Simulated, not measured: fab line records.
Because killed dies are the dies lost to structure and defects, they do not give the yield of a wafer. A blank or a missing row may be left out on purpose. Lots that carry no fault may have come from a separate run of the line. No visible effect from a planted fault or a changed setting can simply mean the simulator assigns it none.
Comparing a struck lot with a sound one -- flow sky130 -- 43 out of 708 route steps
Sound: the wafers L715.1, L715.3, L715.6. Wafers struck: L718.1, L718.4, L718.5. The cause comes at the end.
Order at every step that has rows: each side's tool, ch and its chambers, its first start. Under that, the readings that differ: sound wafers -- struck wafers -- difference of the means -- sigmas: that difference in standard deviations of wafers without a fault.
alike: words and numbers the same on both sides, and readings whose means are apart by under 2 such deviations; not compared: readings that were withheld, readings missing a value for some wafer, numbers with overlapping values and no deviation given by the record, and bounds like >300 which may hide the same value.
The two part at a step that has a row with sigmas, a row that says differs or no value, or rows on one side only. Numbers that don't overlap but have no deviation are shown without sigmas and don't part them. A reading missing from all wafers of one side parts the sides only when that side holds two or more wafers.

first, 8 steps without rows for these wafers: SKY_POLY_GATE_DEHYDRATE_05 (time 60 s); SKY_POLY_GATE_HMDS_06 (prime time 60 s); SKY_POLY_GATE_COAT_07 (resist thk 110 nm); SKY_POLY_GATE_COAT_08 (resist thk 450 nm); SKY_POLY_GATE_SOFTBAKE_09 (time 90 s); SKY_POLY_GATE_EXPOSE_10 (exposes mask P1M, target cd 150 nm); SKY_POLY_GATE_PEB_11; SKY_POLY_GATE_DEVELOP_12 (develop time 60 s).
SKY_POLY_GATE_CD_MEAS_13 targets a cd of 150 nm.
  sound on cd_sem-02 at day 17 14:53; struck on cd_sem-01 at day 19 00:53
  alike: cd_nm
SKY_POLY_GATE_OVL_MEAS_14:
  sound on overlay-02 at day 17 15:01; struck on overlay-02 at day 19 01:01
  alike: POLY_GATE_OVL
SKY_POLY_GATE_ETCH_15: etches BARC in N2/H2, stops on SiO2, time 118.5 s, target depth 110 nm.
  sound on rie_diel-02 ch 0,1,2, day 17 15:03; struck on rie_diel-01 ch 0,1,2, day 19 01:03
  alike: drypump_motor_current_A, oes_product_au, throttle_valve_pct
  not compared: rf_hours_counter_h
SKY_POLY_GATE_ETCH_16: etches Si3N4 in CH3F/O2, stops on poly-Si, time 147.5 s, target depth 75 nm.
  sound on rie_diel-02 ch 0,1,2, day 17 15:08; struck on rie_diel-01 ch 0,1,2, day 19 01:08
  alike: drypump_motor_current_A, oes_product_au, throttle_valve_pct
  not compared: rf_hours_counter_h
SKY_POLY_GATE_ETCH_17: etches poly-Si in HBr/Cl2, stops on SiO2, target depth 180 nm, time 70.5 s.
  sound on rie_si-01 ch 1,2, day 17 15:14; struck on rie_si-01 ch 0,1,2, day 19 01:14
  alike: drypump_motor_current_A, oes_product_au, throttle_valve_pct
  not compared: rf_hours_counter_h
SKY_POLY_GATE_STRIP_18: strips in O2/N2.
  sound on plasma_asher-04 ch 0,1, day 17 15:17; struck on plasma_asher-02 ch 0,1, day 19 01:17
  alike: drypump_motor_current_A, oes_product_au, strip_time_to_endpoint_s
  not compared: rf_hours_counter_h
then, 2 steps without rows for these wafers: SKY_POLY_GATE_CLEAN_19 (cleans in SC1/SC2, time 150 s); SKY_POLY_GATE_OXIDATION_20 (stabilise 600 s, purge 300 s, target thk 4 nm).
SKY_POLY_GATE_THK_MEAS_21:
  sound on film_metro-01 at day 17 16:56; struck on film_metro-03 at day 19 02:44
  alike: POLY_GATE_OXIDATION_THK
SKY_POLY_GATE_CD_MEAS_22:
  sound on cd_sem-01 at day 17 17:00; struck on cd_sem-02 at day 19 02:47
  alike: cd_nm
then, 7 steps without rows for these wafers: SKY_LDD_N_DEHYDRATE_00 (time 60 s); SKY_LDD_N_HMDS_01 (prime time 60 s); SKY_LDD_N_COAT_02 (resist thk 300 nm); SKY_LDD_N_SOFTBAKE_03 (time 60 s); SKY_LDD_N_EXPOSE_04 (exposes mask NTM, target cd 840 nm); SKY_LDD_N_PEB_05; SKY_LDD_N_DEVELOP_06 (develop time 60 s).
SKY_LDD_N_OVL_MEAS_07:
  sound on overlay-02 at day 18 23:03; struck on overlay-02 at day 20 09:22
reading,sound,struck,difference,sigmas
LDD_N_OVL (nm),2.8 1.5 1.2,0.0 -2.2 -0.9,-2.9,-2
then, 8 steps without rows for these wafers: SKY_LDD_N_IMPLANT_08; SKY_LDD_N_IMPLANT_09; SKY_LDD_N_IMPLANT_10; SKY_LDD_N_IMPLANT_11; SKY_LDD_N_IMPLANT_12; SKY_LDD_N_IMPLANT_13; SKY_LDD_N_IMPLANT_14; SKY_LDD_N_IMPLANT_15.
SKY_LDD_N_STRIP_16: strips in O2/N2.
  sound on plasma_asher-02 ch 0,1, day 19 00:17; struck on plasma_asher-04 ch 0,1, day 20 10:37
reading,sound,struck,difference,sigmas
oes_product_au (a.u.),0.406 0.399 0.405,0.414 0.410 0.415,+0.010,+2
  alike: drypump_motor_current_A, strip_time_to_endpoint_s
  not compared: rf_hours_counter_h
SKY_LDD_N_TW_MEAS_17:
  sound on film_metro-01 at day 19 00:23; struck on film_metro-04 at day 20 10:43
  alike: LDD_N_TW
then, 6 steps without rows for these wafers: SKY_LDD_P_DEHYDRATE_00 (time 60 s); SKY_LDD_P_HMDS_01 (prime time 60 s); SKY_LDD_P_COAT_02 (resist thk 1140 nm); SKY_LDD_P_SOFTBAKE_03 (time 60 s); SKY_LDD_P_EXPOSE_04 (exposes mask PSDM, target cd 380 nm); SKY_LDD_P_PEB_05.
-- here the record skips 27 days between the struck wafers' starts before and after, leaving off in module LDD_P and picking up in module PAD_OPEN (first step shown: number 708 of the route) --
SKY_PAD_OPEN_PROBE_99:
  record: rows for the struck wafers here (prober-01, day 47 12:09), none for the sound ones

## WHERE THEY PART
At SKY_LDD_N_OVL_MEAS_07 first; at SKY_PAD_OPEN_PROBE_99 last (within this record only).

WHY: whatever the simulator had introduced
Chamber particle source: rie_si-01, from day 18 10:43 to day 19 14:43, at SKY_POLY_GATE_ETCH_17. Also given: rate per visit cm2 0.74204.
